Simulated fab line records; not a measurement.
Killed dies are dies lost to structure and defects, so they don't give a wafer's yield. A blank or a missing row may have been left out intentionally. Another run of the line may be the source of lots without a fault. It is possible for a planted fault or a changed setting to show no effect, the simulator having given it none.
Struck lot and sound lot, side by side :: flow sky130 :: 37 out of 708 route steps
Sound: wafers L963.1, L963.2, L963.5. Struck: wafers L965.3, L965.4, L965.6. Last of all comes the cause.
Each step with rows lists, per side, the tool, then ch with its chambers, then its first start. Under that, the readings that differ: sound wafers :: struck wafers :: difference of the means :: sigmas: that difference in standard deviations of wafers without a fault.
alike: readings whose means differ by less than 2 such deviations, and words and numbers that are the same on both sides. not compared: withheld readings, readings that some wafer has no value for, bounds like >300 that may hide the same value, and numbers for which the record gives no deviation and whose values overlap.
A row with sigmas, a row that says differs or no value, or rows on one side alone: a step with any of these is where the two part. When numbers do not overlap yet have no deviation, they are printed without sigmas and do not part them. A reading that every wafer of one side lacks parts them only if that side has two wafers or more.

first, 10 steps without rows for these wafers: SKY_VIA2_ETCH_15 (etches SiO2 in C4F8/O2/Ar, stops on TiN, target depth 546 nm, time 84 s); SKY_VIA2_STRIP_16 (strips in O2/N2); SKY_VIA2_STRIP_17 (strips in post etch residue remover, time 1200 s); SKY_VIA2_CLEAN_18 (cleans in IPA, time 180 s); SKY_VIA2_CLEAN_19 (cleans in O3/DIW); SKY_VIA2_SPUTTER_20 (material TiN, target thk 20 nm, time 80 s); SKY_VIA2_CVD_21 (deposits W, target thk 420 nm, time 126.4 s); SKY_VIA2_CMP_24 (polishes, stops on SiO2, t overpolish 20 s, target thk 0 nm); SKY_METAL3_SPUTTER_00 (material Ti, target thk 15 nm, time 10 s); SKY_METAL3_SPUTTER_01 (material TiN, target thk 20 nm, time 16.7 s).
SKY_METAL3_SPUTTER_02: material AlCu, target thk 735 nm, time 39.1 s.
  sound: pvdSputter-04 at day 40 09:42; struck: pvdSputter-02 at day 41 07:21
reading: model.AlCu_of_METAL3_SPUTTER_02.thkNm (nm)
sound: 732.5 728.5 733.8
struck: 1401 1394 1398
difference: +666
sigmas: 
  alike: cathodeDcPowerW, throttleValvePct
then, 24 steps without rows for these wafers: SKY_METAL3_SPUTTER_03 (material Ti, target thk 5 nm, time 3.3 s); SKY_METAL3_SPUTTER_04 (material TiN, target thk 70 nm, time 58.3 s); SKY_CAPM_CVD_00 (deposits SiO2, target thk 15.5 nm); SKY_CAPM_SPUTTER_02 (material TiN, target thk 200 nm, time 172.9 s); SKY_CAPM_DEHYDRATE_05 (time 60 s); SKY_CAPM_HMDS_06 (prime time 60 s); SKY_CAPM_COAT_07 (resist thk 1140 nm); SKY_CAPM_SOFTBAKE_08 (time 60 s); SKY_CAPM_EXPOSE_09 (exposes mask CAPM, target cd 1000 nm); SKY_CAPM_PEB_10; SKY_CAPM_DEVELOP_11 (develop time 60 s); SKY_CAPM_METAL_ETCH_13 (etches TiN in Cl2/BCl3, stops on SiO2, target depth 220 nm, time 62.9 s); SKY_CAPM_STRIP_14 (strips in O2/N2); SKY_CAPM_STRIP_15 (strips in post etch residue remover, time 1200 s); SKY_CAPM_CLEAN_16 (cleans in IPA, time 180 s); SKY_CAPM_CLEAN_17 (cleans in O3/DIW); SKY_METAL3_DEHYDRATE_05 (time 60 s); SKY_METAL3_HMDS_06 (prime time 60 s); SKY_METAL3_COAT_07 (resist thk 60 nm); SKY_METAL3_COAT_08 (resist thk 1140 nm); SKY_METAL3_SOFTBAKE_09 (time 90 s); SKY_METAL3_EXPOSE_10 (exposes mask MM3, target cd 300 nm); SKY_METAL3_PEB_11; SKY_METAL3_DEVELOP_12 (develop time 60 s).
SKY_METAL3_METAL_ETCH_18: etches the open film in Cl2/BCl3, stops on SiO2, target depth 845 nm, time 183.1 s.
  sound on rieMetal-02 ch 0,1, day 42 10:06; struck on rieMetal-03 ch 0,1, day 43 07:20
reading: oesProductAu (a.u.)
sound: 0.871 0.861 0.865
struck: 1.000 1.023 0.992
difference: +0.139
sigmas: +22
  alike: drypumpMotorCurrentA, heBacksideLeakSccm, throttleValvePct
  not compared: rfHoursCounterH
-- the record jumps here: 6 days lie between the struck wafers' starts before and after (it left off in module METAL3 and takes up again in module PAD_OPEN, whose first step shown is number 708 of the route) --
SKY_PAD_OPEN_PROBE_99:
  sound: prober-02 at day 49 04:30; struck: prober-02 at day 49 16:11
reading: defectLimitedYield (%)
sound: 85.8 85.4 85.0
struck: 0 0 0
difference: -85
sigmas: -47

reading: killed_at_M0_to_M3
sound: 44 38 34
struck: 449 452 442
difference: +409
sigmas: +62

reading: killedDies
sound: 70 72 74
struck: 492 492 492
difference: +420
sigmas: +47

reading: killedOnRim
sound: 9 13 14
struck: 96 96 96
difference: +84
sigmas: +21

reading: sort_bin_5_function (%)
sound: 7.3 7.5 8.1
struck: 91.7 94.3 92.1
difference: +85.1
sigmas: +57

reading: sortNPass
sound: 422 420 418
struck: 0 0 0
difference: -420
sigmas: -47

reading: sortYieldPct (%)
sound: 85.8 85.4 85.0
struck: 0 0 0
difference: -85
sigmas: -47
  alike: killed_at_M4_up, killedAtContacts, killedAtFrontEnd, killedAtOther, killedOpen, killedShort, sort_bin_3_pad_short, sort_bin_6_memory

== WHERE THEY PART ==
First at SKY_METAL3_METAL_ETCH_18; last, within this record, at SKY_PAD_OPEN_PROBE_99.

WHY: what had been put in by the simulator
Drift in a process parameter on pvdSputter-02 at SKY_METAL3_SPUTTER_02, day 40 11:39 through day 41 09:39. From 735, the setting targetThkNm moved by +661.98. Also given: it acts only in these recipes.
